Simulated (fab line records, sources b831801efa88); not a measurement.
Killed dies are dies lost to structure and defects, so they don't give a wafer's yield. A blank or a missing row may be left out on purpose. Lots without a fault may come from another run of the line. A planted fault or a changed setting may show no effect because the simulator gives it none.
fab line records | flow sky130
record lots=6 wafers=18 last_day=49
route steps=708 shown VT_ADJUST_LVTN@104 VT_ADJUST_NCORE@119 PAD_OPEN@708
lots that met no fault: from a run of the same line without faults
start_h: hours from the record's first day to the start of the lot's first wafer shown | wait_h: hours since the lot's step before | " the same as in the row above | L1.1+2: a row that stands for several wafers | - no value, or no start given | * or withheld: withheld | < > ~ a bound
route shown NAME@n: a module of which the file shows steps, and the number in the route of the first | usual: mean/standard deviation of fault-free wafers | same: alike in all rows | chamber/n: place in a boat | sites: the reading at each site | _std_site: their standard deviation | _edge_site: outer sites' mean less inner sites' | radius_mm: how far each site lies from the wafer's centre | mask NAME#n: copy n | behind: the tool/chamber that last shaped the wafer | hold: why the lot was held/for how many hours/how that ended | device: the transistor (n, p or np) that didn't switch | end of line: the same wafers' tests at the end of the route | a step without rows: its recipe alone | killed: dies lost to structure and defects at the first sort, not the wafer's yield | map: a wafer's dies, x killed, . not, _ none there
set.NAME: the setting as run; set.NAME@STEP: as run at that earlier step | model.NAME: the simulator's own value behind a step, which no gauge read
lots at some steps of the route; a table a step, a row a wafer
services: from which hour (start_h, from the record's first day; less than 0 if before it) a tool's chamber was out of use, for how many hours, and why
## steps
# step SKY_VT_ADJUST_LVTN_OVL_MEAS_07
# usual VT_ADJUST_LVTN_OVL=0.4/1.3
# columns lot.wafer tool chamber start_h wait_h VT_ADJUST_LVTN_OVL[nm]
L979.2 overlay-01 - 176.23 - -0.3
L979.4 " - " " -0.2
L979.6 " - " " 0.9
L985.1 overlay-02 - 211.62 - -0.1
L985.2 " - " " 2.6
L985.4 " - " " 1.0
L987.3 overlay-02 - 228.04 - 1.3
L987.5 " - " " 2.0
L987.6 " - " " 0.2
L988.1 overlay-02 - 237.16 - -1.3
L988.4 " - " " 0.8
L988.5 " - " " 1.1
L989.1 overlay-01 - 252.12 - 0.9
L989.2 " - " " 2.0
L989.3 " - " " 2.5
L993.3 overlay-02 - 267.32 - 0.5
L993.4 " - " " 2.0
L993.5 " - " " 1.0
# step SKY_VT_ADJUST_LVTN_IMPLANT_08
# recipe species=B energy_kev=30 dose_cm2=1.57e+12 tilt_deg=withheld
# step SKY_VT_ADJUST_LVTN_STRIP_09
# recipe chemistry=O2/N2 power_w=1400 pressure_mtorr=1500 platen_temp_c=withheld o2_flow_sccm=3000 n2_flow_sccm=300 overash_fraction=0.5
# usual drypump_motor_current_A=5.56/0.21 o2_flow_sccm=3001/8.9 oes_product_au=0.723/0.0044 strip_time_to_endpoint_s=36.96/0.085
# columns lot.wafer tool chamber start_h wait_h drypump_motor_current_A o2_flow_sccm oes_product_au rf_hours_counter_h strip_time_to_endpoint_s
L979.2 plasma_asher-03 1 176.41 0.1 5.74 2999 0.721 34 37.05
L979.4 " 0 " " 5.29 2999 0.727 - 37.04
L979.6 " 1 " " 5.76 2987 0.721 - 36.99
L985.1 plasma_asher-01 0 211.80 0.1 5.56 2992 0.718 11 37.00
L985.2 " 1 " " 5.47 2996 0.721 11 37.01
L985.4 " 0 " " 5.58 2989 0.715 - 36.97
L987.3 plasma_asher-01 0 228.25 0.1 5.58 3011 0.722 - 37.09
L987.5 " 1 " " 5.45 3004 0.723 - 37.02
L987.6 " 0 " " 5.58 2999 0.718 - 36.99
L988.1 plasma_asher-03 0 237.35 0.1 5.30 2996 0.725 40 36.80
L988.4 " 0 " " 5.28 2987 0.728 - 36.79
L988.5 " 0 " " 5.28 2997 0.725 - 36.92
L989.1 plasma_asher-03 0 252.30 0.1 5.28 3006 0.728 41 37.04
L989.2 " 1 " " 5.76 3013 0.723 41 36.93
L989.3 " 0 " " 5.29 3010 0.727 - 37.02
L993.3 plasma_asher-03 1 267.53 0.1 5.80 2989 0.722 - 36.95
L993.4 " 0 " " 5.25 3001 0.729 - 36.97
L993.5 " 1 " " 5.78 2988 0.725 - 37.06
# step SKY_VT_ADJUST_LVTN_TW_MEAS_10
# usual VT_ADJUST_LVTN_TW=240.9/2.3
# columns lot.wafer tool chamber start_h wait_h VT_ADJUST_LVTN_TW
L979.2 film_metro-01 - 176.52 0.1 244.2
L979.4 " - " " 243.1
L979.6 " - " " 244.1
L985.1 film_metro-04 - 211.90 0.1 238.6
L985.2 " - " " 237.9
L985.4 " - " " 237.7
L987.3 film_metro-02 - 228.34 0.1 240.2
L987.5 " - " " 239.6
L987.6 " - " " 239.5
L988.1 film_metro-01 - 237.45 0.1 244.0
L988.4 " - " " 243.0
L988.5 " - " " 243.4
L989.1 film_metro-01 - 252.40 0.1 242.7
L989.2 " - " " 243.1
L989.3 " - " " 242.7
L993.3 film_metro-04 - 267.62 0.1 239.0
L993.4 " - " " 239.6
L993.5 " - " " 240.1
# step SKY_VT_ADJUST_LVTN_DEHYDRATE_11
# recipe temp_c=200 time_s=60
# step SKY_VT_ADJUST_LVTN_HMDS_12
# recipe prime_time_s=60 prime_temp_c=120
# step SKY_VT_ADJUST_LVTN_COAT_13
# recipe resist=NOVOLAK spin_rpm=3000 resist_thk_nm=1140
# step SKY_VT_ADJUST_LVTN_SOFTBAKE_14
# recipe temp_c=90 time_s=60 resist=NOVOLAK
# step SKY_VT_ADJUST_LVTN_EXPOSE_15
# recipe mask_id=HVN_STD_DERIVED na=0.6 source_shape=conventional sigma_outer=0.6 polarization=unpolarized target_cd_nm=600 dose_mj=163
# step SKY_VT_ADJUST_LVTN_PEB_16
# recipe temp_c=withheld time_s=* resist=NOVOLAK
# step SKY_VT_ADJUST_LVTN_DEVELOP_17
# recipe resist=NOVOLAK developer=TMAH develop_time_s=60 dev_temp_c=23
# step SKY_VT_ADJUST_LVTN_OVL_MEAS_18
# usual VT_ADJUST_LVTN_01_OVL=0.1/1.3
# columns lot.wafer tool chamber start_h wait_h VT_ADJUST_LVTN_01_OVL[nm]
L979.2 overlay-01 - 196.79 0.1 -0.2
L979.4 " - " " 1.4
L979.6 " - " " -0.9
L985.1 overlay-02 - 234.61 0.1 -1.1
L985.2 " - " " -3.0
L985.4 " - " " -2.4
L987.3 overlay-02 - 250.94 0.1 1.4
L987.5 " - " " 1.4
L987.6 " - " " 0.4
L988.1 overlay-02 - 260.57 0.1 1.2
L988.4 " - " " 1.3
L988.5 " - " " 0.5
L989.1 overlay-02 - 276.82 0.1 1.0
L989.2 " - " " 2.2
L989.3 " - " " -0.3
L993.3 overlay-02 - 291.97 0.1 0.0
L993.4 " - " " 0.0
L993.5 " - " " 0.8
# step SKY_VT_ADJUST_LVTN_IMPLANT_19
# recipe species=B energy_kev=30 dose_cm2=6.5e+11 tilt_deg=withheld
# usual end_station_pressure_torr=5e-06/2.5e-07
# same implant_ion_amu=11
# columns lot.wafer tool chamber start_h wait_h end_station_pressure_torr
L979.2 implanter-01 0 196.84 0.0 4.76e-06
L979.4 " 0 " " 4.76e-06
L979.6 " 0 " " 5.18e-06
L985.1 implanter-03 0 234.65 0.0 4.8e-06
L985.2 " 0 " " 5.1e-06
L985.4 " 0 " " 5.36e-06
L987.3 implanter-01 0 251.02 0.1 4.97e-06
L987.5 " 0 " " 4.94e-06
L987.6 " 0 " " 5.16e-06
L988.1 implanter-01 0 260.60 0.0 4.82e-06
L988.4 " 0 " " 5.24e-06
L988.5 " 0 " " 4.69e-06
L989.1 implanter-02 0 276.85 0.0 4.79e-06
L989.2 " 0 " " 4.84e-06
L989.3 " 0 " " 4.82e-06
L993.3 implanter-03 0 292.05 0.1 5.42e-06
L993.4 " 0 " " 4.99e-06
L993.5 " 0 " " 5.07e-06
# step SKY_VT_ADJUST_LVTN_STRIP_20
# recipe chemistry=O2/N2 power_w=1400 pressure_mtorr=1500 platen_temp_c=withheld o2_flow_sccm=3000 n2_flow_sccm=300 overash_fraction=0.5
# usual drypump_motor_current_A=5.61/0.21 o2_flow_sccm=3001/9.2 oes_product_au=0.715/0.0048 strip_time_to_endpoint_s=14.19/0.044
# columns lot.wafer tool chamber start_h wait_h drypump_motor_current_A o2_flow_sccm oes_product_au rf_hours_counter_h strip_time_to_endpoint_s
L979.2 plasma_asher-04 0 196.97 0.1 5.67 2980 0.718 55 14.19
L979.4 " 1 " " 5.97 3001 0.716 - 14.19
L979.6 " 0 " " 5.66 2987 0.714 - 14.23
L985.1 plasma_asher-04 1 234.80 0.1 5.97 3009 0.710 59 14.14
L985.2 " 0 " " 5.66 3001 0.722 59 14.10
L985.4 " 1 " " 5.97 2998 0.713 - 14.12
L987.3 plasma_asher-04 0 251.15 0.1 5.66 3006 0.715 - 14.18
L987.5 " 1 " " 5.92 3001 0.711 - 14.14
L987.6 " 0 " " 5.67 3006 0.714 - 14.14
L988.1 plasma_asher-03 1 260.75 0.1 5.76 3004 0.707 42 14.19
L988.4 " 1 " " 5.77 3007 0.720 - 14.15
L988.5 " 0 " " 5.28 2985 0.711 - 14.21
L989.1 plasma_asher-04 0 277.00 0.1 5.67 2994 0.715 63 14.27
L989.2 " 1 " " 5.92 2983 0.714 63 14.26
L989.3 " 1 " " 5.95 2991 0.710 - 14.24
L993.3 plasma_asher-04 0 292.18 0.1 5.66 3004 0.726 - 14.19
L993.4 " 1 " " 5.91 2991 0.715 - 14.17
L993.5 " 1 " " 5.97 3000 0.724 - 14.15
# step SKY_VT_ADJUST_LVTN_TW_MEAS_21
# usual VT_ADJUST_LVTN_2_TW=186.9/1.8
# columns lot.wafer tool chamber start_h wait_h VT_ADJUST_LVTN_2_TW
L979.2 film_metro-02 - 197.08 0.1 186.3
L979.4 " - " " 185.8
L979.6 " - " " 186.3
L985.1 film_metro-02 - 234.90 0.1 188.7
L985.2 " - " " 186.1
L985.4 " - " " 186.6
L987.3 film_metro-02 - 251.24 0.1 176.8
L987.5 " - " " 177.0
L987.6 " - " " 177.6
L988.1 film_metro-01 - 260.85 0.1 179.5
L988.4 " - " " 179.9
L988.5 " - " " 180.2
L989.1 film_metro-02 - 277.10 0.1 186.5
L989.2 " - " " 185.3
L989.3 " - " " 186.7
L993.3 film_metro-01 - 292.27 0.1 190.9
L993.4 " - " " 191.3
L993.5 " - " " 189.7
# step SKY_VT_ADJUST_NCORE_DEHYDRATE_00
# recipe temp_c=200 time_s=60
# step SKY_PAD_OPEN_PROBE_99
# usual killed_at_M0_to_M3=42/7.5 killed_at_M4_up=3.2/1.7 killed_at_contacts=24/5.1 killed_at_front_end=15/4.1 killed_at_other=0.3/0.58 killed_dies=85/8.9 killed_open=46/6.4 killed_short=39/6
# same gross_dies=492 killed_at_back_side=0
# columns lot.wafer tool chamber start_h wait_h killed_at_M0_to_M3 killed_at_M4_up killed_at_contacts killed_at_front_end killed_at_other killed_dies killed_open killed_short model.etest.res_pwell_under_gate.rs_ohm_sq model.etest.tip_n_5v.rs_ohm_sq_range model.etest.nfet_g5v0d10v5.body_rise_v model.etest.nfet_16v.body_rise_v model.etest.nfet_g5v0d10v5.vt_sat_v model.etest.nfet_g5v0d10v5.vt_v_range
L979.2 prober-02 - 1110.29 0.1 51 4 23 23 0 101 53 46 2288 24.29 0.6597 0.6527 0.7495 0.01454
L979.4 prober-02 - 1110.39 0.2 41 4 19 22 0 86 41 44 2262 29.69 0.6622 0.6567 0.7692 0.01435
L979.6 prober-02 - 1110.49 0.2 41 7 28 23 0 99 44 52 2272 23.76 0.6649 0.657 0.7571 0.0182
L985.1 prober-01 - 1140.64 0.1 28 1 31 18 1 79 48 30 2286 24.28 0.6826 0.6763 0.7732 0.02042
L985.2 prober-01 - 1140.69 0.1 43 2 25 17 0 87 37 49 2288 47.42 0.6761 0.6695 0.7597 0.01453
L985.4 prober-01 - 1140.79 0.2 44 4 32 8 0 88 49 39 2293 38.59 0.6755 0.6692 0.7619 0.01145
L987.3 prober-02 - 1154.11 0.2 56 4 16 12 1 89 54 35 2315 24.19 0.6418 0.635 0.7445 0.02443
L987.5 prober-02 - 1154.21 0.2 47 8 22 13 1 91 51 39 2306 38.88 0.6455 0.6393 0.7512 0.02033
L987.6 prober-02 - 1154.26 0.2 45 3 20 13 0 81 51 30 2305 36.07 0.6472 0.6396 0.747 0.02803
L988.1 prober-01 - 1161.35 0.1 53 2 23 15 0 93 54 39 2300 30.58 0.6683 0.6605 0.7605 0.01976
L988.4 prober-01 - 1161.50 0.2 42 5 27 18 0 92 43 49 2320 24.92 0.6659 0.6604 0.7563 0.02312
L988.5 prober-01 - 1161.55 0.2 53 4 20 11 1 89 52 37 2298 28.61 0.6643 0.6578 0.7546 0.02201
L989.1 prober-02 - 1171.85 0.1 51 2 23 19 0 95 48 47 2253 31.09 0.6687 0.6624 0.7591 0.01722
L989.2 prober-02 - 1171.90 0.1 52 1 32 16 0 101 51 50 2278 21.63 0.6742 0.6664 0.7636 0.01003
L989.3 prober-02 - 1171.95 0.2 43 2 14 19 0 78 35 43 2273 18.66 0.6661 0.6607 0.7518 0.01995
L993.3 prober-02 - 1183.63 0.2 39 4 20 8 0 71 41 30 2302 22.87 0.6935 0.6863 0.7837 0.006657
L993.4 prober-02 - 1183.68 0.2 48 4 27 6 0 85 43 42 2309 25.24 0.6958 0.6891 0.7771 0.02044
L993.5 prober-02 - 1183.73 0.2 44 3 26 13 0 86 42 44 2296 45.86 0.6986 0.691 0.7742 0.01265
# killed by level:class
L979.2 VIA1:geometric_particle:open=10 FIELD_ISO:geometric_particle:open=9 VIA3:geometric_particle:open=9 LI_CONTACT:geometric_particle:open=7 CONTACT:geometric_particle:open=7 FIELD_ISO:geometric_particle:short=6 METAL1:geometric_particle:short=6 VIA1:geometric_particle:short=5
L979.4 POLY_GATE:geometric_particle:short=7 METAL1:geometric_particle:short=7 CONTACT:geometric_particle:open=6 VIA1:geometric_particle:open=6 VIA3:geometric_particle:open=6 METAL2:geometric_particle:short=5 VIA2:geometric_particle:open=5 FIELD_ISO:geometric_particle:short=4
L979.6 CONTACT:geometric_particle:open=13 METAL2:geometric_particle:short=8 VIA3:geometric_particle:open=8 METAL1:geometric_particle:short=7 FIELD_ISO:geometric_particle:open=6 FIELD_ISO:geometric_particle:short=6 LOCAL_INTERCONNECT:geometric_particle:short=5 VIA1:geometric_particle:short=5
L985.1 CONTACT:geometric_particle:open=14 VIA1:geometric_particle:open=7 POLY_GATE:geometric_particle:short=5 LI_CONTACT:geometric_particle:open=5 METAL1:geometric_particle:short=5 VIA2:geometric_particle:open=5 VIA3:geometric_particle:open=5 POLY_GATE:geometric_particle:open=4
L985.2 LI_CONTACT:geometric_particle:open=10 VIA1:geometric_particle:short=9 METAL2:geometric_particle:short=7 VIA1:geometric_particle:open=6 LI_CONTACT:geometric_particle:short=5 CONTACT:geometric_particle:short=5 METAL1:geometric_particle:short=5 POLY_GATE:geometric_particle:short=4
L985.4 VIA1:geometric_particle:open=12 LI_CONTACT:geometric_particle:open=11 CONTACT:geometric_particle:short=9 METAL1:geometric_particle:short=7 METAL2:geometric_particle:short=6 CONTACT:geometric_particle:open=5 METAL2:geometric_particle:open=5 VIA3:geometric_particle:open=5
L987.3 VIA3:geometric_particle:open=12 VIA2:geometric_particle:open=10 VIA1:geometric_particle:open=8 CONTACT:geometric_particle:open=8 VIA1:geometric_particle:short=7 METAL2:geometric_particle:short=7 METAL1:geometric_particle:short=5 FIELD_ISO:geometric_particle:short=3
L987.5 VIA1:geometric_particle:open=13 CONTACT:geometric_particle:open=8 VIA2:geometric_particle:open=8 METAL2:geometric_particle:short=7 LI_CONTACT:geometric_particle:open=6 METAL1:geometric_particle:short=5 VIA1:geometric_particle:short=5 FIELD_ISO:geometric_particle:short=4
L987.6 VIA1:geometric_particle:open=16 CONTACT:geometric_particle:open=8 VIA3:geometric_particle:open=6 VIA2:geometric_particle:open=5 FIELD_ISO:geometric_particle:open=4 LI_CONTACT:geometric_particle:short=4 METAL2:geometric_particle:short=4 POLY_GATE:geometric_particle:short=3
L988.1 VIA1:geometric_particle:open=14 VIA3:geometric_particle:open=8 METAL2:geometric_particle:short=8 CONTACT:geometric_particle:open=8 VIA1:geometric_particle:short=8 VIA2:geometric_particle:open=7 FIELD_ISO:geometric_particle:open=5 LI_CONTACT:geometric_particle:open=5
L988.4 CONTACT:geometric_particle:open=10 VIA1:geometric_particle:open=10 VIA1:geometric_particle:short=7 LI_CONTACT:geometric_particle:open=6 VIA3:geometric_particle:short=6 LOCAL_INTERCONNECT:geometric_particle:short=5 METAL1:geometric_particle:short=5 VIA2:geometric_particle:open=5
L988.5 VIA1:geometric_particle:open=15 CONTACT:geometric_particle:open=9 VIA2:geometric_particle:open=8 VIA3:geometric_particle:open=7 VIA1:geometric_particle:short=6 METAL2:geometric_particle:short=5 VIA2:geometric_particle:short=4 METAL4:geometric_particle:short=4
L989.1 VIA1:geometric_particle:open=10 METAL2:geometric_particle:short=9 POLY_GATE:geometric_particle:open=8 CONTACT:geometric_particle:short=7 CONTACT:geometric_particle:open=7 VIA2:geometric_particle:open=7 POLY_GATE:geometric_particle:short=6 METAL1:geometric_particle:short=6
L989.2 VIA1:geometric_particle:open=13 METAL2:geometric_particle:short=10 LI_CONTACT:geometric_particle:open=9 CONTACT:geometric_particle:open=9 CONTACT:geometric_particle:short=8 POLY_GATE:geometric_particle:open=6 METAL1:geometric_particle:short=6 VIA2:geometric_particle:open=6
L989.3 METAL1:geometric_particle:short=9 VIA1:geometric_particle:open=8 VIA2:geometric_particle:open=6 FIELD_ISO:geometric_particle:open=5 POLY_GATE:geometric_particle:short=5 METAL2:geometric_particle:short=5 VIA3:geometric_particle:open=5 CONTACT:geometric_particle:short=4
L993.3 CONTACT:geometric_particle:open=7 VIA1:geometric_particle:open=6 VIA2:geometric_particle:open=6 VIA3:geometric_particle:open=6 LI_CONTACT:geometric_particle:open=5 METAL2:geometric_particle:open=5 VIA1:geometric_particle:short=5 METAL2:geometric_particle:short=5
L993.4 VIA3:geometric_particle:open=12 CONTACT:geometric_particle:open=8 VIA1:geometric_particle:open=7 LI_CONTACT:geometric_particle:open=6 VIA1:geometric_particle:short=6 METAL1:geometric_particle:short=6 CONTACT:geometric_particle:short=5 METAL2:geometric_particle:short=5
L993.5 VIA1:geometric_particle:open=14 METAL2:geometric_particle:short=8 CONTACT:geometric_particle:short=7 CONTACT:geometric_particle:open=7 LI_CONTACT:geometric_particle:open=6 VIA1:geometric_particle:short=5 VIA2:geometric_particle:open=5 FIELD_ISO:geometric_particle:short=4
## services
# columns tool chamber start_h hours kind
implanter-02 - 180.64 0.8 repair
plasma_asher-01 - 191.64 2.0 repair
plasma_asher-03 - 195.75 4.3 repair
implanter-03 - 209.13 2.0 repair
implanter-03 - 227.16 5.1 repair
implanter-03 - 279.13 4.1 repair
## key
first_sign step=SKY_VT_ADJUST_LVTN_TW_MEAS_21 reading=VT_ADJUST_LVTN_2_TW direction=down sigmas=4.8 usual=186.9 struck=178.5
effect none on later readings
model_effect step=SKY_PAD_OPEN_PROBE_99 value=etest.res_pwell_under_gate.rs_ohm_sq without=2278 struck=2307
met_at SKY_VT_ADJUST_LVTN_IMPLANT_19
struck_wafers L987.3,L987.5,L987.6,L988.1,L988.4,L988.5
tester_left_out L987,L988
onset_between 196.84 251.02
fault kind=process_parameter_drift tool=implanter-01 chamber=- onset_h=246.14 steps=SKY_VT_ADJUST_LVTN_IMPLANT_19 channel=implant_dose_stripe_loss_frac offset=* shape=step end_h=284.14
# tester_left_out: of these lots the tester's yield and bins aren't shown, on N5 and GAA mostly nor the transistor test; their killed dies are dies lost to structure and defects alone, not to doping, threshold or leakage, so they don't give the yield
